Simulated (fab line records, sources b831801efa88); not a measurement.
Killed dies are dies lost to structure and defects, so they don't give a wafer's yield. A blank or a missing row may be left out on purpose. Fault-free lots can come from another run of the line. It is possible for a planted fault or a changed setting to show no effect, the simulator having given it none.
Problem report in the 8D (eight disciplines) form, filled by code / flow sky130 / the parts of the form that need people (team, actions taken, sign-off) are left out

1. PROBLEM STATEMENT
SONOS_ONO_CVD_02_THK at SKY_SONOS_ONO_THK_MEAS_03 reads a mean of 7.01 nm on 3 wafers of 1 lot; wafers without a fault read 10.53 nm with a standard deviation of 0.13. That is -27 standard deviations from the usual mean.
First seen on wafer L231.2, day 16 01:53, on film-metro-03. The record has a number at this step for 36 wafers belonging to 12 lots. By rule, "out" or "out of limits" means more than 4 standard deviations away from the usual mean. All remaining wafers that have a number are taken as sound.

2. WHAT IT IS, AND WHAT IT ISN'T
question=which readings at this step | is=SONOS_ONO_CVD_02_THK | is not=-
question=which lots | is=L231 | is not=L217, L219, L220, L221, L224, L225, L226, L227, L228, L239, L240
question=which wafers of those lots | is=all that have a number | is not=-
question=read on which gauges | is=film-metro-03 | is not=film-metro-01, film-metro-04
question=when | is=from day 16 01:53 | is not=up to then (27 sound wafers); but 6 sound wafers of L239, L240 came after

3. SUSPECTS, AND WHAT RULES EACH OUT
Counting: any tool at a process step up to the reading is kept as a suspect provided that every lot that is out went through it and no sound lot did after the first of them.
- the gauge at SKY_SONOS_ONO_THK_MEAS_03: kept. All the wafers that are out were read on film-metro-03, and no step on other tools shows them out.
- plasma-asher-02 at SKY_VT_ADJUST_NCORE_STRIP_10 (strips in O2/N2): ruled out as a lasting fault. Sound lots L239 ran on it after its first lot that is out, L231 (day 12 15:46).
- lpcvd-02 at SKY_SONOS_ONO_CVD_02 (deposits Si3N4 from DCS/NH3, target thk 10.5 nm, time 180 s): ruled out as a lasting fault. Sound lots L239, L240 ran on it after its first lot that is out, L231 (day 16 00:49).
Remaining after the count: film-metro-03 at SKY_SONOS_ONO_THK_MEAS_03.

4. THE CAUSE (what the simulator had put in)
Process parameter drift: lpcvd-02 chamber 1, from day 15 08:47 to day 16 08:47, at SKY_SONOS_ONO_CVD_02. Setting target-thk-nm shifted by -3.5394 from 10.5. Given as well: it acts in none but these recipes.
The count ruled it out by mistake, since the rule takes a fault to strike every lot its tool runs from the start of the fault on, and this one did not do so.

5. THE EFFECT CHAIN, in route order
Each row: a reading whose mean over the struck wafers that have a number lies more than 3 standard deviations from the usual. Only readings for which the record gives a usual standard deviation are gone through. hours: the time from each lot's start at the first step in this table that gives one to its start at this step, as a median over the lots. sigmas: the change in usual standard deviations.
hours=0; step=SKY_SONOS_ONO_THK_MEAS_03; reading=SONOS_ONO_CVD_02_THK; usual=10.53 nm; on struck wafers=7.01; change=-3.52; sigmas=-27

6. HOW IT WOULD HAVE BEEN CAUGHT EARLIER
In this record the first reading out of limits at a measuring or inspecting step was taken at day 16 01:53, 17 hours after the fault began at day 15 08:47.
An alarm limit of 4 standard deviations would not have fired on the tool readings at SKY_SONOS_ONO_CVD_02 for which the record gives a usual standard deviation, since none of them was out on any struck wafer.
